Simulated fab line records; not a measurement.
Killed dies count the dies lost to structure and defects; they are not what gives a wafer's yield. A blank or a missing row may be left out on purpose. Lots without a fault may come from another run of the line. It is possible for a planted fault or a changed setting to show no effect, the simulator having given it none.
Struck lot and sound lot, side by side ; flow sky130 ; 15 out of 708 route steps
Sound: the wafers L310.1, L310.2, L310.5. Struck: wafers L298.3, L298.6 (left out: L298.4, a lot-mate that was not struck); the cause follows at the end.
For every step that has rows: the tool of each side, followed by ch and its chambers, followed by its first start. Under that, the readings that differ: sound wafers ; struck wafers ; difference of the means ; sigmas: that difference in standard deviations of wafers without a fault.
alike: words and numbers the same on both sides, and readings whose means are apart by under 2 such deviations; not compared: readings that were withheld, readings missing a value for some wafer, numbers with overlapping values and no deviation given by the record, and bounds like >300 which may hide the same value.
A row with sigmas, a row that says differs or no value, or rows on one side alone: a step with any of these is where the two part. When numbers do not overlap yet have no deviation, they are printed without sigmas and do not part them. Lack of a reading on every wafer of one side parts them only where that side has two or more wafers.

first, 8 steps without rows for these wafers: SKY_FIELD_ISO_DEHYDRATE_05 (time 60 s); SKY_FIELD_ISO_HMDS_06 (prime time 60 s); SKY_FIELD_ISO_COAT_07 (resist thk 60 nm); SKY_FIELD_ISO_COAT_08 (resist thk 450 nm); SKY_FIELD_ISO_SOFTBAKE_09 (time 90 s); SKY_FIELD_ISO_EXPOSE_10 (exposes mask FOM, target cd 150 nm); SKY_FIELD_ISO_PEB_11; SKY_FIELD_ISO_DEVELOP_12 (develop time 60 s).
SKY_FIELD_ISO_CD_MEAS_13: target cd 150 nm.
  sound on cd_sem-01, day 6 07:44; struck on cd_sem-01, day 3 16:34
  alike: cd_nm
SKY_FIELD_ISO_ETCH_14: etches BARC in N2/H2, stops on SiO2, time 45.9 s, target depth 60 nm.
  sound on rie_diel-02 ch 1,2,3, day 6 07:51; struck on rie_diel-04 ch 0,1, day 3 16:39
reading;sound;struck;difference;sigmas
rf_fwd_power_W (W);495.4 492.5 491.6;495.8 498.5;+4.0;+2
  alike: drypump_motor_current_A, oes_product_au, run_length_s, throttle_valve_pct
  not compared: rf_hours_counter_h
SKY_FIELD_ISO_ETCH_15: etches the open film in CHF3/O2, stops on Si, target depth 180 nm, time 72 s.
  sound on rie_diel-02 ch 1,2,3, day 6 07:53; struck on rie_diel-04 ch 0,1, day 3 16:41
  alike: drypump_motor_current_A, oes_product_au, rf_fwd_power_W, run_length_s, throttle_valve_pct
  not compared: rf_hours_counter_h
SKY_FIELD_ISO_STRIP_16: strips in O2/N2.
  sound on plasma_asher-01 ch 0,1, day 6 07:57; struck on plasma_asher-03 ch 0,1, day 3 16:47
  alike: drypump_motor_current_A, oes_product_au, strip_time_to_endpoint_s
  not compared: rf_hours_counter_h
SKY_FIELD_ISO_ETCH_17: etches Si in HBr/Cl2/O2, target depth 342 nm, time 97.7 s.
  sound on rie_si-02 ch 2,3, day 6 08:03; struck on rie_si-02 ch 0, day 3 16:51
reading;sound;struck;difference;sigmas
drypump_motor_current_A (A);5.92 5.39 5.39;5.99 6.01;+0.43;+2
run_length_s (s);125.2 126.4 126.1;129.0 128.9;+3.0;+5
model.FIELD_ISO.feature_depth_nm (nm);345.5 344.8 346.2;358.3 355.5;+11.4;
model.etch.depth_nm (nm);345.5 344.8 346.2;358.3 355.5;+11.4;
  alike: oes_product_au, rf_fwd_power_W, throttle_valve_pct
  not compared: rf_hours_counter_h
then, 1 step without rows for these wafers: SKY_FIELD_ISO_WET_ETCH_18 (etches Si3N4 in H3PO4, target depth 25 nm, time 286 s).
-- here the record skips 44 days between the struck wafers' starts before and after, leaving off in module FIELD_ISO and picking up in module PAD_OPEN (first step shown: number 708 of the route) --
SKY_PAD_OPEN_PROBE_99:
  sound on prober-02, day 50 08:17; struck on prober-02, day 47 17:10
reading;sound;struck;difference;sigmas
model.etest.res_p_drift_20v.line_ohm_um;1.112e+04 1.125e+04 1.149e+04;1.265e+04 1.232e+04;+1.198e+03;
model.etest.res_p_drift_20v.rs_ohm_sq;9523 9530 9539;1.06e+04 1.026e+04;+8.99e+02;
model.etest.pfet_16v.r_on_ohm_um;1.503e+04 1.51e+04 1.518e+04;1.616e+04 1.579e+04;+8.717e+02;
model.etest.res_iso_pwell.rs_ohm_sq;3239 3227 3316;3833 3694;+503;
model.etest.res_iso_pwell.line_ohm_um;1227 1215 1232;1452 1393;+198;
model.etest.pfet_16v.drive_ua_um;252.3 249 252.6;235.4 242.7;-12.2;
  alike: killed_at_M0_to_M3, killed_at_M4_up, killed_at_contacts, killed_at_front_end, killed_at_other, killed_dies, killed_open, killed_short
  not compared: model.etest.cap_poly_to_well.c_af_um2, model.etest.field_n.vt_v

## WHERE THEY PART
Earliest at SKY_FIELD_ISO_ETCH_14; latest, in this record, at SKY_FIELD_ISO_ETCH_17. Later steps at which nothing parts them and some readings are alike: SKY_PAD_OPEN_PROBE_99.

WHY: what had been put in by the simulator
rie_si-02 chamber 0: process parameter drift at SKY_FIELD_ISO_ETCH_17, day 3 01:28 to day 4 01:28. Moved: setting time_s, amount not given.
